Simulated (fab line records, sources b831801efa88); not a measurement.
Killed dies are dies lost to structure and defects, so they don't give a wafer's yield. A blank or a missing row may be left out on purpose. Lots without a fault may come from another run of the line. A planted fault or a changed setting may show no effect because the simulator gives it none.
fab line records | flow sfq_line
record lots=6 wafers=18 last_day=85
route steps=325 shown I1@77 M2@88
lots that met no fault: from a run of the same line without faults
start_h: hours from the record's first day to the start of the lot's first wafer shown | wait_h: hours since the lot's step before | " the same as in the row above | L1.1+2: a row that stands for several wafers | - no value, or no start given | * or withheld: withheld | < > ~ a bound
route shown NAME@n: a module of which the file shows steps, and the number in the route of the first | usual: mean/standard deviation of fault-free wafers | same: alike in all rows | chamber/n: place in a boat | sites: the reading at each site | _std_site: their standard deviation | _edge_site: outer sites' mean less inner sites' | radius_mm: how far each site lies from the wafer's centre | mask NAME#n: copy n | behind: the tool/chamber that last shaped the wafer | hold: why the lot was held/for how many hours/how that ended | device: the transistor (n, p or np) that didn't switch | end of line: the same wafers' tests at the end of the route | a step without rows: its recipe alone | killed: dies lost to structure and defects at the first sort, not the wafer's yield | map: a wafer's dies, x killed, . not, _ none there
set.NAME: the setting as run; set.NAME@STEP: as run at that earlier step | model.NAME: the simulator's own value behind a step, which no gauge read
lots at some steps of the route; a table a step, a row a wafer
services: from which hour (start_h, from the record's first day; less than 0 if before it) a tool's chamber was out of use, for how many hours, and why
## steps
# step SFQ_TRILAYER_I1_VIA_LITHO_COAT_054
# recipe resist=BARC spin_rpm=3000 resist_thk_nm=62
# step SFQ_TRILAYER_I1_VIA_LITHO_COAT_049
# recipe resist=KrF spin_rpm=3000 resist_thk_nm=650
# step SFQ_TRILAYER_I1_VIA_LITHO_SOFTBAKE_053
# recipe temp_c=withheld time_s=withheld resist=KrF
# step SFQ_TRILAYER_I1_VIA_LITHO_EXPOSE_050
# recipe mask_id=I1 na=0.6 source_shape=conventional sigma_outer=0.65 target_cd_nm=500 dose_mj=21.3
# step SFQ_TRILAYER_I1_VIA_LITHO_PEB_052
# recipe peb_temp_c=115 peb_time_s=60 resist=KrF
# step SFQ_TRILAYER_I1_VIA_LITHO_DEVELOP_051
# recipe time_s=60 resist=KrF
# step SFQ_I1_OVL_MEAS_913
# usual I1_OVL=0/4.9
# columns lot.wafer tool chamber start_h wait_h I1_OVL[nm]
L912.3 overlay-01 - 646.44 0.1 4
L912.5 " - " " 0
L912.6 " - " " 0
L921.1 overlay-01 - 800.03 0.1 3
L921.5 " - " " -3
L921.6 " - " " -7
L922.1 overlay-02 - 808.43 0.1 3
L922.5 " - " " 3
L922.6 " - " " -5
L923.1 overlay-01 - 816.83 0.1 6
L923.4 " - " " 2
L923.6 " - " " -4
L929.1 overlay-01 - 883.35 0.1 1
L929.2 " - " " -4
L929.5 " - " " 5
L930.3 overlay-01 - 912.37 0.1 7
L930.4 " - " " 7
L930.6 " - " " 5
# step SFQ_TRILAYER_I1_VIA_BARC_OPEN_VIA_ETCH_071
# recipe mask_material=PR chemistry=O2 target_depth_nm=125 target=BARC source_w=500 bias_w=80 pressure_mtorr=30 time_s=41.7
# usual bias_w=79.99/0.24 drypump_motor_current_A=5.56/0.24 oes_product_au=0.685/0.0052
# columns lot.wafer tool chamber start_h wait_h bias_w drypump_motor_current_A oes_product_au rf_hours_counter_h
L912.3 rie_diel-02 1 646.46 0.0 80.06 5.76 0.682 4
L912.5 " 0 " " 80.11 5.43 0.690 -
L912.6 " 1 " " 80.16 5.75 0.685 -
L921.1 rie_diel-02 3 800.07 0.0 80.48 5.78 0.692 7
L921.5 " 2 " " 79.54 5.55 0.681 -
L921.6 " 1 " " 80.15 5.76 0.695 -
L922.1 rie_diel-04 3 808.47 0.0 80.22 5.37 0.689 5
L922.5 " 2 " " 79.79 5.25 0.690 -
L922.6 " 3 " " 80.03 5.39 0.695 -
L923.1 rie_diel-04 3 816.87 0.0 80.09 5.38 0.682 5
L923.4 " 1 " " 79.82 5.98 0.686 -
L923.6 " 3 " " 79.98 5.38 0.690 -
L929.1 rie_diel-01 3 883.39 0.0 80.21 5.65 0.683 13
L929.2 " 0 " " 80.06 5.08 0.679 3
L929.5 " 0 " " 80.61 5.08 0.693 -
L930.3 rie_diel-01 0 912.39 0.0 79.95 5.09 0.686 3
L930.4 " 3 " " 80.45 5.69 0.681 13
L930.6 " 1 " " 80.22 5.57 0.682 -
# step SFQ_TRILAYER_I1_VIA_ETCH_VIA_ETCH_052
# recipe target=SiO2 stop_on=Nb mask_material=PR taper_deg=20 chemistry=CHF3 target_depth_nm=260 source_w=500 bias_w=80 pressure_mtorr=30 time_s=withheld
# usual bias_w=80.02/0.22 drypump_motor_current_A=5.56/0.24 oes_product_au=0.854/0.0052
# columns lot.wafer tool chamber start_h wait_h bias_w drypump_motor_current_A oes_product_au
L912.3 rie_diel-02 1 646.50 0.0 79.93 5.74 0.849
L912.5 " 0 " " 80.03 5.45 0.853
L912.6 " 1 " " 80.05 5.75 0.851
L921.1 rie_diel-02 3 800.11 0.0 80.00 5.77 0.844
L921.5 " 2 " " 80.34 5.56 0.855
L921.6 " 1 " " 79.95 5.76 0.845
L922.1 rie_diel-04 3 808.51 0.0 79.76 5.38 0.850
L922.5 " 2 " " 80.06 5.23 0.854
L922.6 " 3 " " 80.17 5.39 0.860
L923.1 rie_diel-04 3 816.91 0.0 80.25 5.39 0.852
L923.4 " 1 " " 80.05 5.94 0.854
L923.6 " 3 " " 80.52 5.41 0.849
L929.1 rie_diel-01 3 883.43 0.0 79.81 5.63 0.857
L929.2 " 0 " " 80.11 5.11 0.862
L929.5 " 0 " " 80.48 5.11 0.855
L930.3 rie_diel-01 0 912.43 0.0 79.90 5.09 0.846
L930.4 " 3 " " 80.05 5.64 0.858
L930.6 " 1 " " 80.12 5.55 0.852
# step SFQ_TRILAYER_I1_VIA_STRIP_STRIP_053
# recipe gas=O2 power_w=200 platen_temp_c=40 overash_fraction=0.65 chemistry=O2 pressure_mtorr=50
# usual drypump_motor_current_A=5.7/0.4 oes_product_au=0.994/0.013
# columns lot.wafer tool chamber start_h wait_h drypump_motor_current_A oes_product_au rf_hours_counter_h
L912.3 rie_metal-04 1 646.82 - 5.6 0.994 -
L912.5 " 0 " " 5.7 0.984 -
L912.6 " 1 " " 5.6 0.991 -
L921.1 rie_metal-04 0 800.22 - 5.7 0.999 48
L921.5 " 0 " " 5.7 0.994 -
L921.6 " 1 " " 5.5 0.992 -
L922.1 rie_metal-03 1 808.62 - 6.6 1.009 18
L922.5 " 1 " " 6.6 1.025 -
L922.6 " 0 " " 6.2 1.012 -
L923.1 rie_metal-03 0 817.02 - 6.2 1.005 80
L923.4 " 1 " " 6.6 1.006 -
L923.6 " 0 " " 6.2 1.011 -
L929.1 rie_metal-03 1 883.54 - 6.6 1.015 29
L929.2 " 0 " " 6.2 1.020 91
L929.5 " 1 " " 6.5 1.016 -
L930.3 rie_metal-01 0 912.75 - 5.6 1.004 -
L930.4 " 1 " " 5.3 0.987 -
L930.6 " 1 " " 5.3 0.982 -
# step SFQ_TRILAYER_I1_VIA_STRIP_SOLV_CLEAN_054
# recipe chemistry=NMP temp_c=70 time_s=600
# step SFQ_TRILAYER_M2_DEP_PRE_CLEAN_056
# recipe gas=Ar time_s=22.5 bias_v=250
# step SFQ_TRILAYER_M2_DEP_SPUTTER_055
# recipe material=Nb base_pressure_pa=1.33e-06 chamber_pressure_pa=0.1333 substrate_temp_c=20 resputter_cathode_voltage_v=400 target_thk_nm=200 power_w=2000 time_s=133.3
# usual resputter_cathode_voltage_v=400/3.6 throttle_valve_pct=29.3/0.94
# columns lot.wafer tool chamber start_h wait_h resputter_cathode_voltage_v throttle_valve_pct
L912.3 pvd_sputter-03 - 647.42 0.0 404 30.6
L912.5 " - " " 401 30.0
L912.6 " - " " 400 28.5
L921.1 pvd_sputter-03 - 801.02 0.0 401 30.4
L921.5 " - " " 403 28.7
L921.6 " - " " 391 29.8
L921.1 pvd_sputter-03 - 801.28 0.2 398 30.4
L921.5 " - " " 396 28.6
L921.6 " - " " 399 29.8
L922.1 pvd_sputter-04 - 809.44 0.0 403 27.8
L922.5 " - " " 395 29.8
L922.6 " - " " 398 27.7
L923.1 pvd_sputter-06 - 817.82 0.0 404 29.7
L923.4 " - " " 398 30.0
L923.6 " - " " 402 28.0
L923.1 pvd_sputter-06 - 818.08 0.2 398 29.5
L923.4 " - " " 403 30.0
L923.6 " - " " 394 27.9
L929.1 pvd_sputter-06 - 884.34 0.0 399 29.6
L929.2 " - " " 397 29.5
L929.5 " - " " 402 27.6
L930.3 pvd_sputter-06 - 913.35 0.0 399 27.5
L930.4 " - " " 402 29.4
L930.6 " - " " 401 30.1
# step SFQ_M2_RS_MEAS_914
# recipe thk_meas_gauge=four-point-probe reads=Nb_of_TRILAYER_M2_DEP_SPUTTER_055
# usual M2_NB_RS=0.884/0.014
# columns lot.wafer tool chamber start_h wait_h M2_NB_RS[ohm/sq]
L912.3 film_metro-02 - 647.55 0.1 0.881
L912.5 " - " " 0.909
L912.6 " - " " 0.905
L921.1 film_metro-03 - 801.37 0.0 0.435
L921.5 " - " " 0.440
L921.6 " - " " 0.441
L922.1 film_metro-03 - 809.53 0.0 0.886
L922.5 " - " " 0.893
L922.6 " - " " 0.885
L923.1 film_metro-03 - 818.17 0.0 0.436
L923.4 " - " " 0.436
L923.6 " - " " 0.425
L929.1 film_metro-02 - 884.44 0.0 0.861
L929.2 " - " " 0.884
L929.5 " - " " 0.868
L930.3 film_metro-01 - 913.48 0.1 0.868
L930.4 " - " " 0.882
L930.6 " - " " 0.876
# step SFQ_TRILAYER_M2_LITHO_COAT_062
# recipe resist=BARC spin_rpm=3000 resist_thk_nm=62
# step SFQ_TRILAYER_M2_LITHO_COAT_057
# recipe resist=KrF spin_rpm=3000 resist_thk_nm=600
# step SFQ_TRILAYER_M2_LITHO_SOFTBAKE_061
# recipe temp_c=withheld time_s=withheld resist=KrF
# step SFQ_TRILAYER_M2_LITHO_EXPOSE_058
# recipe mask_id=M2 na=0.6 source_shape=conventional sigma_outer=0.65 target_cd_nm=500 dose_mj=14.4
# step SFQ_TRILAYER_M2_LITHO_PEB_060
# recipe peb_temp_c=115 peb_time_s=60 resist=KrF
# step SFQ_TRILAYER_M2_LITHO_DEVELOP_059
# recipe time_s=60 resist=KrF
# step SFQ_M2_OVL_MEAS_916
# usual M2_OVL=1/5.6
# columns lot.wafer tool chamber start_h wait_h M2_OVL[nm]
L912.3 overlay-02 - 794.04 0.1 1
L912.5 " - " " 2
L912.6 " - " " 8
L921.1 overlay-02 - 936.36 0.1 7
L921.5 " - " " -3
L921.6 " - " " 3
L922.1 overlay-01 - 945.18 0.1 -3
L922.5 " - " " 0
L922.6 " - " " -2
L923.1 overlay-01 - 954.78 0.1 0
L923.4 " - " " -1
L923.6 " - " " -5
L929.1 overlay-01 - 1019.71 0.1 -10
L929.2 " - " " -8
L929.5 " - " " -14
L930.3 overlay-01 - 1049.53 0.1 3
L930.4 " - " " 5
L930.6 " - " " 7
# step SFQ_TRILAYER_M2_BARC_OPEN_METAL_ETCH_077
# recipe mask_material=PR chemistry=O2 target_depth_nm=125 target=BARC icp_w=600 bias_w=80 pressure_mtorr=10 time_s=41.7
# usual bias_w=80.00/0.26 drypump_motor_current_A=5.8/0.47 oes_product_au=0.685/0.0045
# columns lot.wafer tool chamber start_h wait_h bias_w drypump_motor_current_A oes_product_au rf_hours_counter_h
L912.3 rie_metal-02 0 794.09 0.0 79.94 5.4 0.690 -
L912.5 " 0 " " 80.06 5.4 0.686 -
L912.6 " 1 " " 79.62 6.2 0.685 -
L921.1 rie_metal-02 1 936.39 0.0 79.68 6.2 0.677 30
L921.5 " 1 " " 79.51 6.2 0.684 -
L921.6 " 0 " " 80.37 5.4 0.694 -
L922.1 rie_metal-03 1 945.22 0.0 80.02 6.6 0.681 40
L922.5 " 0 " " 79.94 6.2 0.679 -
L922.6 " 1 " " 80.04 6.5 0.677 -
L923.1 rie_metal-01 0 954.82 0.0 79.73 5.6 0.679 80
L923.4 " 1 " " 80.50 5.3 0.687 -
L923.6 " 0 " " 79.69 5.6 0.684 -
L929.1 rie_metal-01 0 1019.74 0.0 79.68 5.5 0.686 90
L929.2 " 1 " " 80.13 5.3 0.684 105
L929.5 " 1 " " 79.97 5.3 0.689 -
L930.3 rie_metal-01 1 1049.57 0.0 80.41 5.3 0.680 -
L930.4 " 0 " " 79.93 5.6 0.694 -
L930.6 " 1 " " 80.40 5.3 0.679 -
# step SFQ_TRILAYER_M2_ETCH_METAL_ETCH_060
# recipe target=Nb stop_on=SiO2 mask_material=PR chemistry=Cl2/Ar target_depth_nm=240 icp_w=600 bias_w=80 pressure_mtorr=10 time_s=120
# usual bias_w=79.99/0.23 drypump_motor_current_A=5.8/0.47 oes_product_au=0.897/0.0091
# columns lot.wafer tool chamber start_h wait_h bias_w drypump_motor_current_A oes_product_au rf_hours_counter_h model.etch.depth_nm model.M2.feature_depth_nm
L912.3 rie_metal-02 0 794.20 0.1 79.94 5.4 0.897 - 201.7 201.7
L912.5 " 0 " " 79.82 5.4 0.881 - 195.6 195.6
L912.6 " 1 " " 79.82 6.2 0.890 - 195.9 195.9
L921.1 rie_metal-02 1 936.45 0.0 79.87 6.2 1.021 30 245.8 245.8
L921.5 " 1 " " 80.27 6.2 1.021 - 245.7 245.7
L921.6 " 0 " " 79.65 5.4 1.010 - 242.1 242.1
L922.1 rie_metal-03 1 945.28 0.0 80.23 6.6 0.894 40 200.1 200.1
L922.5 " 0 " " 79.83 6.2 0.895 - 198.9 198.9
L922.6 " 1 " " 80.15 6.6 0.899 - 200.7 200.7
L923.1 rie_metal-01 0 954.88 0.0 80.06 5.6 0.999 80 238.5 238.5
L923.4 " 1 " " 79.74 5.3 0.985 - 234.9 234.9
L923.6 " 0 " " 79.98 5.5 1.006 - 238.6 238.6
L929.1 rie_metal-01 0 1019.80 0.0 80.00 5.5 0.914 90 205.9 205.9
L929.2 " 1 " " 80.08 5.3 0.896 105 201.2 201.2
L929.5 " 1 " " 80.06 5.3 0.907 - 204.6 204.6
L930.3 rie_metal-01 1 1049.65 0.1 79.82 5.3 0.894 - 204.5 204.5
L930.4 " 0 " " 80.08 5.6 0.906 - 201.5 201.5
L930.6 " 1 " " 80.10 5.3 0.901 - 202.6 202.6
# step SFQ_TRILAYER_M2_STRIP_STRIP_061
# recipe gas=O2 power_w=200 platen_temp_c=40 overash_fraction=0.65 chemistry=O2 pressure_mtorr=50
# usual drypump_motor_current_A=5.8/0.47 oes_product_au=1.004/0.011
# columns lot.wafer tool chamber start_h wait_h drypump_motor_current_A oes_product_au rf_hours_counter_h
L912.3 rie_metal-02 0 794.58 0.3 5.4 0.990 -
L912.5 " 0 " " 5.4 1.007 -
L912.6 " 1 " " 6.2 1.010 -
L921.1 rie_metal-02 1 936.58 0.1 6.2 1.012 30
L921.5 " 1 " " 6.2 1.017 -
L921.6 " 0 " " 5.4 1.018 -
L922.1 rie_metal-03 1 945.40 0.1 6.6 1.000 40
L922.5 " 0 " " 6.2 1.015 -
L922.6 " 1 " " 6.6 1.002 -
L923.1 rie_metal-01 0 955.00 0.1 5.6 0.983 80
L923.4 " 1 " " 5.3 0.980 -
L923.6 " 0 " " 5.6 0.984 -
L929.1 rie_metal-01 0 1019.93 0.1 5.6 0.992 90
L929.2 " 1 " " 5.3 1.003 106
L929.5 " 1 " " 5.3 0.996 -
L930.3 rie_metal-01 1 1049.94 0.2 5.3 1.006 -
L930.4 " 0 " " 5.6 0.996 -
L930.6 " 1 " " 5.3 1.011 -
## services
# columns tool chamber start_h hours kind
rie_metal-03 1 669.19 3.6 repair
rie_diel-02 1 676.52 4.2 repair
rie_metal-02 - 686.48 0.4 repair
rie_diel-04 0 721.72 6.0 repair
rie_metal-02 1 723.64 10.1 repair
rie_metal-03 0 735.92 6.7 repair
rie_metal-01 - 740.46 2.8 pm
rie_diel-04 2 743.94 19.8 repair
rie_diel-02 1 744.80 2.3 repair
rie_diel-01 - 750.98 0.9 repair
rie_diel-02 1 770.43 4.3 repair
rie_metal-03 - 770.64 0.7 repair
rie_diel-02 0 785.22 20.2 repair
rie_diel-04 - 788.68 14.6 pm
rie_metal-02 - 813.21 1.2 repair
rie_diel-04 0 814.22 2.8 repair
rie_metal-01 1 838.18 1.9 repair
rie_diel-02 0 843.31 5.9 repair
rie_diel-02 - 848.31 14.6 pm
rie_metal-03 - 923.49 0.7 repair
rie_metal-01 - 953.63 1.0 repair
rie_metal-01 1 976.91 1.0 repair
rie_metal-03 0 985.05 1.3 repair
rie_metal-01 1 994.76 3.1 repair
## key
first_sign step=SFQ_TRILAYER_M2_DEP_SPUTTER_055 reading=visit direction=added
effect step=SFQ_M2_RS_MEAS_914 reading=M2_NB_RS direction=down sigmas=32 usual=0.884 struck=0.435
effect step=SFQ_TRILAYER_M2_ETCH_METAL_ETCH_060 reading=oes_product_au direction=up sigmas=12 usual=0.897 struck=1.007
model_effect step=SFQ_TRILAYER_M2_ETCH_METAL_ETCH_060 value=etch.depth_nm without=203.1 struck=240.9
met_at SFQ_TRILAYER_M2_DEP_SPUTTER_055
struck_wafers L921.1,L921.5,L921.6,L923.1,L923.4,L923.6
fault kind=repeated_step_whole tool=pvd_sputter-03,pvd_sputter-04,pvd_sputter-06 chamber=- onset_h=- steps=SFQ_TRILAYER_M2_DEP_SPUTTER_055 times=1 scope=struck_lots_only
